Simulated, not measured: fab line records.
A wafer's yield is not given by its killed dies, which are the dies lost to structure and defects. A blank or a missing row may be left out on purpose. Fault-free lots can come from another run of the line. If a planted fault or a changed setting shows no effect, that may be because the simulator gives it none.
fab line records	flow gf180mcu	part 1 of 2: steps 1 to 28 of 37
record lots=5	wafers=15	last_day=34
route steps=602 shown M1@331 V1@335 M2@362
lots that met no fault: from a run of the same line without faults
start_h: hours from the record's opening day to when the first of the lot's shown wafers began	wait_h: how many hours have passed since the lot's step before this one	" repeats the value in the row above	L1.1+2: several wafers, shown together as one row	- no value, or no start was given	* or withheld: withheld	< > ~ a bound
route shown NAME@n: NAME is a module with steps in the file, n the number in the route of the first one	usual: mean and standard deviation over wafers with no fault	same: alike in all rows	chamber/n: place in a boat	sites: the reading at each site	_std_site: standard deviation of those values	_edge_site: inner sites' mean taken away from outer sites' mean	radius_mm: how far each site lies from the wafer's centre	mask NAME#n: copy n	behind: the most recent tool/chamber to have shaped the wafer	hold: cause of the lot's hold/its duration in hours/its outcome	device: whichever transistor did not switch (one of n, p or np)	end of line: the route-end tests of the same wafers	a step given without rows: its recipe and nothing more	killed: at the first sort, the dies lost to defects and structure; wafer yield is something else	map: a wafer's dies, x killed, . not, _ none there
set.NAME: the setting that was run; set.NAME@STEP: the one run at that earlier step	model.NAME: the simulator's own value behind a step, which no gauge read
lots seen at some steps along the route; tables by step, rows by wafer
services: when a tool's chamber went out of use (start_h, in hours from the record's first day, below 0 if earlier), for how many hours, and the reason
## steps
# step GF_M1_METAL_ETCH_16
# recipe chemistry=Cl2/BCl3	mask_material=KrF	target_depth_nm=750.8	stop_on=SiO2	pressure_mtorr=8	icp_w=800	bias_w=140	Cl2_flow_sccm=80	bcl3_flow_sccm=40	time_s=125.1
# usual chamber_pressure_mTorr=8.000/0.0087	drypump_motor_current_A=5.68/0.22	mfc_cl2_sccm=79.99/0.23	oes_product_au=0.989/0.0072	throttle_valve_pct=28.231/0.012
lot.wafer	tool	chamber	start_h	wait_h	chamber_pressure_mTorr	drypump_motor_current_A	mfc_cl2_sccm	oes_product_au	rf_hours_counter_h	throttle_valve_pct
L082.1	rie_metal-03	1	460.75	0.0	8.007	5.58	79.71	0.991	5	28.229
L082.4	"	0	"	"	7.997	5.98	79.81	0.993	-	28.210
L082.5	"	0	"	"	8.008	5.95	79.81	0.989	-	28.218
L090.3	rie_metal-03	1	524.89	0.1	8.000	5.60	80.41	0.992	-	28.248
L090.4	"	0	"	"	7.995	5.98	80.07	0.987	-	28.226
L090.6	"	1	"	"	8.007	5.60	80.27	0.994	-	28.230
L092.3	rie_metal-04	1	542.95	0.1	8.003	5.82	80.02	0.981	-	28.259
L092.5	"	1	"	"	7.999	5.82	79.76	0.978	-	28.243
L092.6	"	0	"	"	7.987	5.56	80.11	0.985	-	28.250
L095.1	rie_metal-04	1	563.15	0.0	8.000	5.83	79.85	0.983	10	28.241
L095.2	"	1	"	"	8.011	5.80	80.27	0.974	-	28.242
L095.6	"	1	"	"	8.020	5.83	80.01	0.985	-	28.241
L096.1	rie_metal-01	0	571.39	0.0	7.994	5.79	80.22	1.004	11	28.230
L096.2	"	0	"	"	7.998	5.79	80.11	1.004	-	28.224
L096.4	"	0	"	"	8.003	5.75	80.20	0.999	-	28.221
# step GF_M1_STRIP_17
# recipe chemistry=O2/N2	power_w=1400	pressure_mtorr=1500	platen_temp_c=250	o2_flow_sccm=3000	n2_flow_sccm=300	overash_fraction=0.5
# usual chamber_pressure_mTorr=1500.0/1.3	drypump_motor_current_A=5.8/0.34	heater_power_w=312/21	n2_flow_sccm=300.1/1.1	oes_product_au=0.538/0.0057	strip_time_to_endpoint_s=7.40/0.068
lot.wafer	tool	chamber	start_h	wait_h	chamber_pressure_mTorr	drypump_motor_current_A	heater_power_w	n2_flow_sccm	oes_product_au	rf_hours_counter_h	strip_time_to_endpoint_s
L082.1	plasma_asher-03	1	460.88	0.1	1501.6	5.8	313	300.0	0.532	3	7.38
L082.4	"	1	"	"	1500.3	5.8	316	300.8	0.540	-	7.44
L082.5	"	0	"	"	1498.3	6.0	317	300.3	0.541	-	7.44
L090.3	plasma_asher-03	0	525.00	0.1	1501.5	6.0	322	300.1	0.545	-	7.42
L090.4	"	1	"	"	1500.7	5.8	307	299.4	0.541	-	7.43
L090.6	"	0	"	"	1499.7	6.0	315	299.4	0.535	-	7.42
L092.3	plasma_asher-04	1	543.07	0.1	1499.5	4.9	295	299.6	0.541	-	7.44
L092.5	"	1	"	"	1503.1	4.9	301	299.4	0.542	-	7.47
L092.6	"	0	"	"	1498.3	6.3	326	301.0	0.547	-	7.50
L095.1	plasma_asher-04	0	563.41	0.2	1499.9	6.3	335	301.9	0.542	48	7.51
L095.2	"	1	"	"	1500.6	4.9	306	299.8	0.550	48	7.50
L095.6	"	1	"	"	1499.9	4.9	303	301.0	0.536	-	7.49
L096.1	plasma_asher-03	0	571.65	0.2	1501.0	6.0	323	302.2	0.532	14	7.25
L096.2	"	1	"	"	1498.6	5.8	317	300.2	0.536	14	7.30
L096.4	"	0	"	"	1502.4	6.0	308	302.3	0.536	-	7.30
# step GF_M1_STRIP_18
# recipe chemistry=post_etch_residue_remover	time_s=1200	temp_c=72.5
lot.wafer	tool	chamber	start_h	wait_h
L082.1+4+5	wet_bench-03	0	460.98	0.1
L090.3+4+6	wet_bench-04	3	525.07	0.0
L092.3+5+6	wet_bench-01	2	543.13	0.0
L095.1+2+6	wet_bench-01	0	563.51	0.1
L096.1+2+4	wet_bench-04	2	571.75	0.1
# step GF_M1_CLEAN_19
# recipe chemistry=DIW	dry=n2_spin
lot.wafer	tool	chamber	start_h	wait_h
L082.1+4+5	wet_bench-01	1	461.33	0.0
L090.3+4+6	wet_bench-04	3	525.41	0.0
L092.3+5+6	wet_bench-04	2	543.82	0.0
L095.1+2+6	wet_bench-04	2	563.88	0.0
L096.1+2+4	wet_bench-03	3	572.09	0.0
# step GF_V1_CVD_00
# recipe material=SiO2	target_thk_nm=600	sigma_open_frac=0.3	temp_c=400	time_s=100	sih4_flow_sccm=60	pressure_mtorr=6
lot.wafer	tool	chamber	start_h	wait_h
L082.1+4+5	hdpcvd-01	0,0,1	461.42	0.0
L090.3+4+6	hdpcvd-01	1,0,2	525.50	0.0
L092.3+5+6	hdpcvd-01	2,2,0	543.93	0.0
L095.1+2+6	hdpcvd-01	2,1,0	563.98	0.0
L096.1+2+4	hdpcvd-01	1,2,0	572.18	0.0
# step GF_V1_THK_MEAS_01
# recipe reads=SiO2_of_V1_CVD_00
# usual V1_CVD_00_THK=601/9.9
lot.wafer	tool	chamber	start_h	wait_h	V1_CVD_00_THK[nm]
L082.1	film_metro-03	-	461.49	0.0	585
L082.4	"	-	"	"	586
L082.5	"	-	"	"	601
L090.3	film_metro-02	-	525.60	0.1	606
L090.4	"	-	"	"	589
L090.6	"	-	"	"	618
L092.3	film_metro-01	-	544.03	0.1	604
L092.5	"	-	"	"	601
L092.6	"	-	"	"	589
L095.1	film_metro-03	-	564.05	0.0	602
L095.2	"	-	"	"	603
L095.6	"	-	"	"	589
L096.1	film_metro-03	-	572.26	0.0	619
L096.2	"	-	"	"	611
L096.4	"	-	"	"	593
# step GF_V1_CVD_02
# recipe material=SiO2	target_thk_nm=850	precursor=TEOS	temp_c=400	time_s=94.851	rf_w=600
# usual heater_power_w=614/92
lot.wafer	tool	chamber	start_h	wait_h	heater_power_w
L082.1	pecvd-02	1	461.55	0.1	534
L082.4	"	2	"	"	567
L082.5	"	1	"	"	556
L090.3	pecvd-03	2	525.67	0.1	483
L090.4	"	1	"	"	736
L090.6	"	1	"	"	768
L092.3	pecvd-01	0	544.07	0.0	713
L092.5	"	0	"	"	550
L092.6	"	2	"	"	514
L095.1	pecvd-03	2	564.11	0.1	619
L095.2	"	0	"	"	464
L095.6	"	2	"	"	499
L096.1	pecvd-02	2	572.32	0.1	684
L096.2	"	0	"	"	495
L096.4	"	2	"	"	551
# step GF_V1_THK_MEAS_03
# recipe reads=SiO2_of_V1_CVD_02
# usual V1_CVD_02_THK=846/13
lot.wafer	tool	chamber	start_h	wait_h	V1_CVD_02_THK[nm]
L082.1	film_metro-01	-	461.62	0.0	834
L082.4	"	-	"	"	853
L082.5	"	-	"	"	844
L090.3	film_metro-03	-	525.76	0.1	851
L090.4	"	-	"	"	847
L090.6	"	-	"	"	842
L092.3	film_metro-03	-	544.16	0.1	839
L092.5	"	-	"	"	844
L092.6	"	-	"	"	862
L095.1	film_metro-02	-	564.18	0.0	824
L095.2	"	-	"	"	822
L095.6	"	-	"	"	839
L096.1	film_metro-03	-	572.39	0.0	843
L096.2	"	-	"	"	859
L096.4	"	-	"	"	859
# step GF_V1_CMP_04
# recipe material=SiO2	down_force_psi=4	platen_rpm=60	pad_velocity_m_s=0.94248
# usual motor_current_A=12.1/1.3	time_to_endpoint_s=79/6.1
lot.wafer	tool	chamber	start_h	wait_h	motor_current_A	time_to_endpoint_s
L082.4	cmp-01	3	461.78	0.1	12.9	79
L082.1	"	0	"	"	11.1	69
L082.5	"	1	"	"	13.8	79
L090.4	cmp-02	1	525.80	0.0	11.1	78
L090.3	"	0	"	"	12.8	90
L090.6	"	1	"	"	11.1	74
L092.3	cmp-02	2	544.30	0.1	10.9	76
L092.5	"	0	"	"	12.7	86
L092.6	"	1	"	"	11.8	83
L095.2	cmp-02	3	564.29	0.1	13.6	71
L095.1	"	1	"	"	11.6	74
L095.6	"	3	"	"	13.3	81
L096.2	cmp-01	2	572.45	0.0	10.5	83
L096.4	"	3	"	"	12.2	86
L096.1	"	1	"	"	14.0	80
# step GF_V1_BOW_MEAS_05
# recipe mode=bow
# usual V1_BOW=81/8.2
lot.wafer	tool	chamber	start_h	wait_h	V1_BOW[um]
L082.1	film_metro-01	-	461.98	0.1	82
L082.4	"	-	"	"	84
L082.5	"	-	"	"	90
L090.3	film_metro-03	-	526.14	0.1	84
L090.4	"	-	"	"	81
L090.6	"	-	"	"	83
L092.3	film_metro-01	-	544.54	0.2	85
L092.5	"	-	"	"	77
L092.6	"	-	"	"	73
L095.1	film_metro-03	-	564.54	0.1	77
L095.2	"	-	"	"	67
L095.6	"	-	"	"	56
L096.1	film_metro-02	-	572.75	0.1	66
L096.2	"	-	"	"	81
L096.4	"	-	"	"	68
# step GF_V1_DEHYDRATE_06
# recipe temp_c=200	time_s=60
lot.wafer	tool	chamber	start_h	wait_h
L082.1+4+5	litho_track-03	0	473.00	11.0
L090.3+4+6	litho_track-01	0	537.25	11.1
L092.3+5+6	litho_track-03	0	555.00	10.4
L095.1+2+6	litho_track-03	0	574.70	10.1
L096.1+2+4	litho_track-03	0	582.95	10.2
# step GF_V1_HMDS_07
# recipe prime_time_s=60	prime_temp_c=120
lot.wafer	tool	chamber	start_h	wait_h
L082.1+4+5	litho_track-03	0	473.15	0.1
L090.3+4+6	litho_track-01	0	537.40	0.1
L092.3+5+6	litho_track-03	0	555.15	0.1
L095.1+2+6	litho_track-03	0	574.85	0.1
L096.1+2+4	litho_track-03	0	583.10	0.1
# step GF_V1_COAT_08
# recipe resist=BARC	temp_c=withheld	time_s=withheld	spin_rpm=withheld	resist_thk_nm=withheld
lot.wafer	tool	chamber	start_h	wait_h
L082.1+4+5	litho_track-03	0	473.30	0.1
L090.3+4+6	litho_track-01	0	537.55	0.1
L092.3+5+6	litho_track-03	0	555.30	0.1
L095.1+2+6	litho_track-03	0	575.00	0.1
L096.1+2+4	litho_track-03	0	583.25	0.1
# step GF_V1_COAT_09
# recipe resist=KrF	spin_rpm=withheld	resist_thk_nm=1000
lot.wafer	tool	chamber	start_h	wait_h
L082.1+4+5	litho_track-03	0	-	-
L090.3+4+6	litho_track-01	0	-	-
L092.3+5+6	litho_track-03	0	-	-
L095.1+2+6	litho_track-03	0	-	-
L096.1+2+4	litho_track-03	0	-	-
# step GF_V1_SOFTBAKE_10
# recipe temp_c=130	time_s=60	resist=KrF
lot.wafer	tool	chamber	start_h	wait_h
L082.1+4+5	litho_track-03	0	-	-
L090.3+4+6	litho_track-01	0	-	-
L092.3+5+6	litho_track-03	0	-	-
L095.1+2+6	litho_track-03	0	-	-
L096.1+2+4	litho_track-03	0	-	-
# step GF_V1_EXPOSE_11
# recipe mask_id=Via1	target_cd_nm=260	na=0.68	source_shape=conventional	sigma_outer=0.6	dose_mj=38
# usual reticle_temp_C=23.01/0.1
lot.wafer	tool	chamber	start_h	wait_h	mask	reticle_temp_C
L082.1	krf_scanner-02	0	-	-	Via1#0	23.05
L082.4	"	0	"	"	Via1#0	22.97
L082.5	"	0	"	"	Via1#0	23.07
L090.3	krf_scanner-02	0	-	-	Via1#0	23.04
L090.4	"	0	"	"	Via1#0	23.00
L090.6	"	0	"	"	Via1#0	23.16
L092.3	krf_scanner-02	0	-	-	Via1#0	22.78
L092.5	"	0	"	"	Via1#0	22.92
L092.6	"	0	"	"	Via1#0	22.86
L095.1	krf_scanner-02	0	-	-	Via1#0	22.80
L095.2	"	0	"	"	Via1#0	22.90
L095.6	"	0	"	"	Via1#0	22.90
L096.1	krf_scanner-01	0	-	-	Via1#0	23.05
L096.2	"	0	"	"	Via1#0	22.93
L096.4	"	0	"	"	Via1#0	23.05
# step GF_V1_PEB_12
# recipe peb_temp_c=135	peb_time_s=90	resist=KrF
lot.wafer	tool	chamber	start_h	wait_h
L082.1+4+5	litho_track-01	0	-	-
L090.3+4+6	litho_track-02	0	-	-
L092.3+5+6	litho_track-03	0	-	-
L095.1+2+6	litho_track-01	0	-	-
L096.1+2+4	litho_track-01	0	-	-
# step GF_V1_DEVELOP_13
# recipe develop_time_s=60	resist=KrF	dev_temp_c=21
lot.wafer	tool	chamber	start_h	wait_h
L082.1+4+5	litho_track-01	0	485.35	0.2
L090.3+4+6	litho_track-02	0	548.20	0.1
L092.3+5+6	litho_track-03	0	567.00	0.1
L095.1+2+6	litho_track-01	0	586.00	0.2
L096.1+2+4	litho_track-01	0	594.20	0.2
# step GF_V1_CD_MEAS_14
# recipe target_cd_nm=260
# usual cd_nm=260.4/1.3
lot.wafer	tool	chamber	start_h	wait_h	cd_nm
L082.1	cd_sem-02	-	485.50	0.1	258.9
L082.4	"	-	"	"	259.4
L082.5	"	-	"	"	259.3
L090.3	cd_sem-01	-	548.34	0.1	260.0
L090.4	"	-	"	"	260.5
L090.6	"	-	"	"	259.1
L092.3	cd_sem-01	-	567.14	0.1	259.0
L092.5	"	-	"	"	258.9
L092.6	"	-	"	"	257.9
L095.1	cd_sem-01	-	586.15	0.1	260.9
L095.2	"	-	"	"	261.2
L095.6	"	-	"	"	260.8
L096.1	cd_sem-01	-	594.35	0.1	259.5
L096.2	"	-	"	"	259.4
L096.4	"	-	"	"	260.9
# step GF_V1_OVL_MEAS_15
# usual V1_OVL=-1/5.4
lot.wafer	tool	chamber	start_h	wait_h	V1_OVL[nm]
L082.1	overlay-01	-	485.62	0.1	6
L082.4	"	-	"	"	2
L082.5	"	-	"	"	-4
L090.3	overlay-01	-	548.43	0.1	-1
L090.4	"	-	"	"	-4
L090.6	"	-	"	"	-2
L092.3	overlay-02	-	567.23	0.1	6
L092.5	"	-	"	"	-2
L092.6	"	-	"	"	1
L095.1	overlay-02	-	586.27	0.1	4
L095.2	"	-	"	"	0
L095.6	"	-	"	"	-5
L096.1	overlay-01	-	594.47	0.1	4
L096.2	"	-	"	"	-6
L096.4	"	-	"	"	-7
# step GF_V1_ETCH_16
# recipe chemistry=N2/H2	target_depth_a=withheld	overetch_a=withheld	time_s=withheld	target=BARC	ion_energy_ev=200	source_w=500	bias_w=100	pressure_mtorr=30	n2_flow_sccm=100	h2_flow_sccm=200
# usual chamber_pressure_mTorr=30.00/0.031	drypump_motor_current_A=5.6/0.37	n2_flow_sccm=100.0/0.31	oes_product_au=0.855/0.0052	throttle_valve_pct=13.226/0.0078
lot.wafer	tool	chamber	start_h	wait_h	chamber_pressure_mTorr	drypump_motor_current_A	n2_flow_sccm	oes_product_au	throttle_valve_pct
L082.1	rie_diel-04	0	485.66	0.0	29.94	5.3	99.8	0.865	13.225
L082.4	"	2	"	"	29.97	5.6	99.6	0.844	13.215
L082.5	"	1	"	"	30.00	5.4	100.0	0.862	13.224
L090.3	rie_diel-02	3	548.45	0.0	30.01	6.0	100.1	0.848	13.232
L090.4	"	0	"	"	30.02	5.7	99.6	0.859	13.231
L090.6	"	2	"	"	29.99	6.4	99.5	0.855	13.248
L092.3	rie_diel-02	3	567.26	0.0	29.99	6.0	99.8	0.849	13.226
L092.5	"	1	"	"	29.99	5.3	99.9	0.851	13.210
L092.6	"	0	"	"	29.96	5.7	99.7	0.851	13.233
L095.1	rie_diel-04	2	586.31	0.0	30.02	5.6	100.4	0.856	13.221
L095.2	"	3	"	"	29.97	5.5	99.7	0.855	13.218
L095.6	"	2	"	"	30.00	5.6	100.3	0.856	13.230
L096.1	rie_diel-04	0	594.51	0.0	29.99	5.3	99.9	0.847	13.224
L096.2	"	3	"	"	30.05	5.5	99.9	0.855	13.220
L096.4	"	1	"	"	30.05	5.5	100.5	0.856	13.217
# step GF_V1_ETCH_17
# recipe chemistry=C4F8/O2/Ar	mask_material=KrF	target=SiO2	stop_on=TiN	source_w=1500	bias_w=1200	pressure_mtorr=40	c4f8_flow_sccm=withheld	O2_flow_sccm=6	Ar_flow_sccm=300	time_s=withheld	target_depth_a=6300
# usual chamber_pressure_mTorr=40.00/0.037	oes_product_au=0.856/0.0043
lot.wafer	tool	chamber	start_h	wait_h	chamber_pressure_mTorr	oes_product_au
L082.1	rie_diel-04	0	-	-	39.94	0.852
L082.4	"	2	"	"	40.00	0.859
L082.5	"	1	"	"	39.94	0.854
L090.3	rie_diel-02	3	-	-	40.07	0.866
L090.4	"	0	"	"	39.98	0.856
L090.6	"	2	"	"	40.03	0.849
L092.3	rie_diel-02	3	-	-	39.94	0.852
L092.5	"	1	"	"	40.02	0.859
L092.6	"	0	"	"	39.97	0.854
L095.1	rie_diel-04	2	-	-	39.96	0.853
L095.2	"	3	"	"	40.00	0.863
L095.6	"	2	"	"	39.95	0.861
L096.1	rie_diel-04	0	-	-	39.99	0.859
L096.2	"	3	"	"	40.04	0.855
L096.4	"	1	"	"	39.97	0.859
# step GF_V1_STRIP_18
# recipe chemistry=O2/N2	power_w=1400	pressure_mtorr=1500	platen_temp_c=250	o2_flow_sccm=3000	n2_flow_sccm=300	overash_fraction=0.5
# usual chamber_pressure_mTorr=1500.0/1.4	drypump_motor_current_A=5.7/0.51	heater_power_w=320/14	n2_flow_sccm=300.1/0.88	oes_product_au=0.593/0.0051
lot.wafer	tool	chamber	start_h	wait_h	chamber_pressure_mTorr	drypump_motor_current_A	heater_power_w	n2_flow_sccm	oes_product_au	rf_hours_counter_h
L082.1	plasma_asher-04	0	485.79	-	1500.0	6.2	331	300.8	0.592	40
L082.4	"	0	"	"	1499.0	6.3	327	301.2	0.589	-
L082.5	"	1	"	"	1497.7	4.9	309	299.1	0.592	-
L090.3	plasma_asher-03	0	548.62	-	1499.3	6.0	315	299.6	0.593	-
L090.4	"	1	"	"	1498.4	5.8	305	299.9	0.583	-
L090.6	"	1	"	"	1501.5	5.8	307	302.1	0.584	-
L092.3	plasma_asher-04	0	567.42	-	1498.1	6.2	327	300.4	0.588	-
L092.5	"	0	"	"	1502.1	6.2	333	300.0	0.585	-
L092.6	"	1	"	"	1502.4	4.9	296	300.6	0.590	-
L095.1	plasma_asher-04	0	586.43	-	1501.7	6.3	331	300.6	0.587	51
L095.2	"	1	"	"	1501.9	4.9	295	299.7	0.599	51
L095.6	"	0	"	"	1501.3	6.2	334	299.5	0.595	-
L096.1	plasma_asher-03	1	594.63	-	1501.3	5.8	318	300.5	0.592	16
L096.2	"	0	"	"	1499.0	6.0	314	299.4	0.601	16
L096.4	"	0	"	"	1501.9	6.0	312	301.4	0.589	-
# step GF_V1_STRIP_19
# recipe chemistry=post_etch_residue_remover	time_s=1200	temp_c=72.5
lot.wafer	tool	chamber	start_h	wait_h
L082.1+4+5	wet_bench-02	1	485.89	0.1
L090.3+4+6	wet_bench-02	2	548.68	0.0
L092.3+5+6	wet_bench-01	3	567.49	0.0
L095.1+2+6	wet_bench-02	2	586.53	0.1
L096.1+2+4	wet_bench-03	1	594.73	0.1
# step GF_V1_CLEAN_20
# recipe chemistry=DIW	dry=n2_spin
lot.wafer	tool	chamber	start_h	wait_h
L082.1+4+5	wet_bench-01	3	486.23	0.0
L090.3+4+6	wet_bench-03	0	549.02	0.0
L092.3+5+6	wet_bench-03	0	567.83	0.0
L095.1+2+6	wet_bench-03	0	587.22	0.0
L096.1+2+4	wet_bench-02	1	595.08	0.0
# step GF_V1_SPUTTER_21
# recipe material=Ti	target_thk_nm=15	chamber_pressure_pa=5	power_w=2500	substrate_temp_c=200	time_s=80.02
# usual throttle_valve_pct=30.5/0.73
lot.wafer	tool	chamber	start_h	wait_h	throttle_valve_pct
L082.1	pvd_sputter-04	-	486.32	0.0	30.4
L082.4	"	-	"	"	30.2
L082.5	"	-	"	"	30.3
L090.3	pvd_sputter-03	-	549.13	0.0	29.8
L090.4	"	-	"	"	31.3
L090.6	"	-	"	"	30.1
L092.3	pvd_sputter-03	-	567.92	0.0	30.0
L092.5	"	-	"	"	30.3
L092.6	"	-	"	"	31.1
L095.1	pvd_sputter-02	-	587.31	0.0	28.9
L095.2	"	-	"	"	29.7
L095.6	"	-	"	"	31.3
L096.1	pvd_sputter-04	-	595.26	0.0	30.6
L096.2	"	-	"	"	30.3
L096.4	"	-	"	"	32.2
# step GF_V1_SPUTTER_22
# recipe material=TiN	target_thk_nm=10	chamber_pressure_pa=5	power_w=4000	time_s=40
# usual throttle_valve_pct=30.5/0.73
lot.wafer	tool	chamber	start_h	wait_h	throttle_valve_pct
L082.1	pvd_sputter-04	-	486.38	0.0	30.3
L082.4	"	-	"	"	30.4
L082.5	"	-	"	"	30.5
L090.3	pvd_sputter-03	-	549.19	0.0	30.2
L090.4	"	-	"	"	30.7
L090.6	"	-	"	"	30.1
L092.3	pvd_sputter-03	-	567.98	0.0	30.0
L092.5	"	-	"	"	30.5
L092.6	"	-	"	"	30.7
L095.1	pvd_sputter-02	-	587.37	0.0	28.8
L095.2	"	-	"	"	30.0
L095.6	"	-	"	"	31.2
L096.1	pvd_sputter-04	-	595.32	0.0	30.6
L096.2	"	-	"	"	30.5
L096.4	"	-	"	"	32.0
# step GF_V1_CVD_23
# recipe material=W	target_thk_nm=350	time_s=105.05	temp_c=400	pressure_torr=40
# usual heater_power_w=880/71
lot.wafer	tool	chamber	start_h	wait_h	heater_power_w
L082.1	cvd_w-02	1	486.42	0.0	992
L082.4	"	0	"	"	880
L082.5	"	1	"	"	999
L090.3	cvd_w-01	1	549.27	0.1	814
L090.4	"	0	"	"	851
L090.6	"	0	"	"	862
L092.3	cvd_w-01	1	568.06	0.1	800
L092.5	"	0	"	"	875
L092.6	"	1	"	"	808
L095.1	cvd_w-01	0	587.41	0.0	870
L095.2	"	1	"	"	818
L095.6	"	1	"	"	824
L096.1	cvd_w-01	1	595.36	0.0	808
L096.2	"	0	"	"	866
L096.4	"	1	"	"	821
